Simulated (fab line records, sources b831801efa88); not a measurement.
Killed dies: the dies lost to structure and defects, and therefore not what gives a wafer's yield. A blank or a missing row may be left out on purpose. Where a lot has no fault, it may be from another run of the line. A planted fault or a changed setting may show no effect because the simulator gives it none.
Struck lot and sound lot, side by side	flow sky130	22 out of 708 route steps
Sound: these wafers, L717.3, L717.4, L717.6. Struck: wafers L724.1, L724.3, L724.6. The cause is named last.
Each step with rows lists, per side, the tool, then ch with its chambers, then its first start. Under that, the readings that differ: sound wafers	struck wafers	difference of the means	sigmas: that difference in standard deviations of wafers without a fault.
alike: a reading whose means differ by less than 2 such deviations, as well as words and numbers matching on both sides. not compared: withheld readings; readings where some wafer has no value; bounds like >300 that might hide an equal value; numbers whose values overlap and for which the record gives no deviation.
A row with sigmas, a row that says differs or no value, or rows on one side alone: a step with any of these is where the two part. Numbers that have no deviation but don't overlap get no sigmas and don't part them. A reading that every wafer of one side lacks parts them only if that side has two wafers or more.

first, 5 steps without rows for these wafers: SKY_VT_ADJUST_HVTR_COAT_02 (resist thk 1140 nm); SKY_VT_ADJUST_HVTR_SOFTBAKE_03 (time 60 s); SKY_VT_ADJUST_HVTR_EXPOSE_04 (exposes mask HVTRM, target cd 380 nm); SKY_VT_ADJUST_HVTR_PEB_05; SKY_VT_ADJUST_HVTR_DEVELOP_06 (develop time 60 s).
SKY_VT_ADJUST_HVTR_CD_MEAS_07 targets a cd of 380 nm.
  sound on cd_sem-02, day 9 20:44; struck on cd_sem-01, day 11 17:28
  alike: cd_nm
SKY_VT_ADJUST_HVTR_OVL_MEAS_08:
  sound on overlay-02, day 9 20:49; struck on overlay-01, day 11 17:35
  alike: VT_ADJUST_HVTR_OVL
after that, 1 step had no rows for these wafers: SKY_VT_ADJUST_HVTR_IMPLANT_09.
SKY_VT_ADJUST_HVTR_STRIP_10: strips in O2/N2.
  sound on plasma_asher-03 ch 0,1, day 9 21:02; struck on plasma_asher-01 ch 0,1, day 11 17:46
  alike: drypump_motor_current_A, n2_flow_sccm, oes_product_au, strip_time_to_endpoint_s
  not compared: rf_hours_counter_h
SKY_VT_ADJUST_HVTR_TW_MEAS_11:
  sound on film_metro-01, day 9 21:07; struck on film_metro-03, day 11 17:52
  alike: VT_ADJUST_HVTR_TW
then, 2 steps without rows for these wafers: SKY_VT_ADJUST_PCH_DEHYDRATE_00 (time 60 s); SKY_VT_ADJUST_PCH_HMDS_01 (prime time 60 s).
SKY_VT_ADJUST_PCH_COAT_02: resist thk 3000 nm.
  sound on litho_track-02 ch 0, day 10 08:22; struck on litho_track-02 ch 0, day 12 05:55
reading	sound	struck	difference	sigmas
spin_speed_rpm (rpm)	1998.5 2000.2 1999.0	1741.6 1740.7 1741.4	-258.0	-99 or more
model.coat_of_VT_ADJUST_PCH_COAT_02.thk_nm (nm)	2991 2990 2984	3198 3186 3189	+203	
then, 3 steps without rows for these wafers: SKY_VT_ADJUST_PCH_SOFTBAKE_03; SKY_VT_ADJUST_PCH_EXPOSE_04 (exposes mask NWM, target cd 840 nm); SKY_VT_ADJUST_PCH_PEB_05.
SKY_VT_ADJUST_PCH_DEVELOP_06: develop time 60 s.
  sound: litho_track-01 ch 0; struck: litho_track-03 ch 0
reading	sound	struck	difference	sigmas
model.coat_of_VT_ADJUST_PCH_COAT_02.thk_nm (nm)	2987 2986 2979	3194 3182 3185	+203	
SKY_VT_ADJUST_PCH_OVL_MEAS_07:
  sound on overlay-02, day 10 19:45; struck on overlay-01, day 12 17:01
  alike: VT_ADJUST_PCH_OVL
after that, 1 step had no rows for these wafers: SKY_VT_ADJUST_PCH_IMPLANT_08.
SKY_VT_ADJUST_PCH_STRIP_09: strips in O2/N2.
  sound on plasma_asher-04 ch 0,1, day 10 19:58; struck on plasma_asher-01 ch 0,1, day 12 17:12
reading	sound	struck	difference	sigmas
n2_flow_sccm (sccm)	302.3 299.8 300.8	298.8 298.5 298.6	-2.3	-3
strip_time_to_endpoint_s (s)	36.80 36.78 36.70	39.18 39.03 39.08	+2.34	+23
  alike: drypump_motor_current_A, oes_product_au
  not compared: rf_hours_counter_h
SKY_VT_ADJUST_PCH_TW_MEAS_10:
  sound on film_metro-01, day 10 20:02; struck on film_metro-02, day 12 17:18
  alike: VT_ADJUST_PCH_TW
SKY_PAD_OPEN_PROBE_99:
  the record has rows for the sound wafers here (prober-02, day 46 04:35) and none for the struck ones

## WHERE THEY PART
First at SKY_VT_ADJUST_PCH_COAT_02; last, within this record, at SKY_PAD_OPEN_PROBE_99.

WHY: what had been put in by the simulator
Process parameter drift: litho_track-02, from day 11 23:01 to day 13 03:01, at SKY_VT_ADJUST_PCH_COAT_02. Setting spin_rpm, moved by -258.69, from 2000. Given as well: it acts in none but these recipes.
